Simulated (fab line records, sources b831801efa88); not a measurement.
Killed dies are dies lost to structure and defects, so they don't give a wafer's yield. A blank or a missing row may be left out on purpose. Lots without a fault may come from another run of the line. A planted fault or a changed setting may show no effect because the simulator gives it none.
Chamber matching | flow sky130 | SKY_VIA3_ETCH_15 on rie_diel-02: 4 sister chambers
The step etches SiO2 in C4F8/O2/Ar, stops on TiN, target depth 507 nm, time 78 s. 20 wafers are shown with their chamber, then 10 later ones without.

WAFERS WITH THEIR CHAMBER
wafer  | chamber | chamber_pressure_mTorr (mTorr) | oes_product_au (a.u.)
L074.2 | 1       | 40.03                          | 0.943
L074.4 | 3       | 40.01                          | 0.947
L074.6 | 0       | 39.98                          | 0.945
L078.1 | 3       | 40.06                          | 0.936
L078.5 | 2       | 40.08                          | 0.941
L078.6 | 3       | 40.06                          | 0.939
L079.1 | 1       | 39.97                          | 0.947
L079.2 | 0       | 39.99                          | 0.946
L079.3 | 2       | 40.08                          | 0.946
L085.1 | 2       | 39.98                          | 0.949
L085.4 | 0       | 40.02                          | 0.949
L085.5 | 3       | 39.92                          | 0.944
L086.2 | 2       | 39.98                          | 0.958
L086.5 | 3       | 39.99                          | 0.955
L086.6 | 0       | 39.95                          | 0.947
L088.3 | 1       | 39.97                          | 0.941
L088.4 | 3       | 40.05                          | 0.953
L088.5 | 2       | 40.00                          | 0.947
L089.4 | 0       | 40.01                          | 0.939
L089.5 | 3       | 39.99                          | 0.941

SIGNATURES (means of the wafers above)
reading                | chamber 0 | chamber 1 | chamber 2 | chamber 3 | scatter within a chamber
chamber_pressure_mTorr | 39.9900   | 39.9900   | 40.0240   | 40.0114   | 0.0444
oes_product_au         | 0.94520   | 0.94367   | 0.94820   | 0.94500   | 0.00577
Rule: a wafer's distance from a chamber is the root of the sum, over the readings, of the square of ((its reading less the chamber's mean) divided by the reading's scatter). The wafer belongs to the nearest chamber; if the next one is less than 2 further off, it can't be placed. The scatter: the root of (the sum of the squares of (reading less its chamber's mean) over the shown wafers, divided by (wafers less chambers)).

WAFERS WITHOUT THEIR CHAMBER
wafer  | chamber_pressure_mTorr (mTorr) | oes_product_au (a.u.)
L089.6 | 40.00                          | 0.948
L092.2 | 40.00                          | 0.950
L092.3 | 39.99                          | 0.944
L092.5 | 40.04                          | 0.949
L095.3 | 40.00                          | 0.949
L095.4 | 39.97                          | 0.943
L095.5 | 40.03                          | 0.950
L097.1 | 40.07                          | 0.932
L097.3 | 40.07                          | 0.949
L097.4 | 39.95                          | 0.946

WHICH CHAMBER EACH WENT THROUGH
wafer  | from the rows above               | in truth
L089.6 | can't be placed: 0 or 2 or 3 or 1 | 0
L092.2 | can't be placed: 2 or 0 or 3 or 1 | 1
L092.3 | can't be placed: 1 or 0 or 3 or 2 | 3
L092.5 | can't be placed: 2 or 3 or 0 or 1 | 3
L095.3 | can't be placed: 2 or 0 or 3 or 1 | 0
L095.4 | can't be placed: 1 or 0 or 3 or 2 | 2
L095.5 | can't be placed: 2 or 3 or 0 or 1 | 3
L097.1 | can't be placed: 3 or 1 or 0 or 2 | 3
L097.3 | can't be placed: 2 or 3 or 0 or 1 | 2
L097.4 | can't be placed: 0 or 1 or 3 or 2 | 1
Placed correctly: 0 of 10. Can't be placed from these rows: 10 (the true chamber is among the candidates in 10). Placed wrongly: 0.
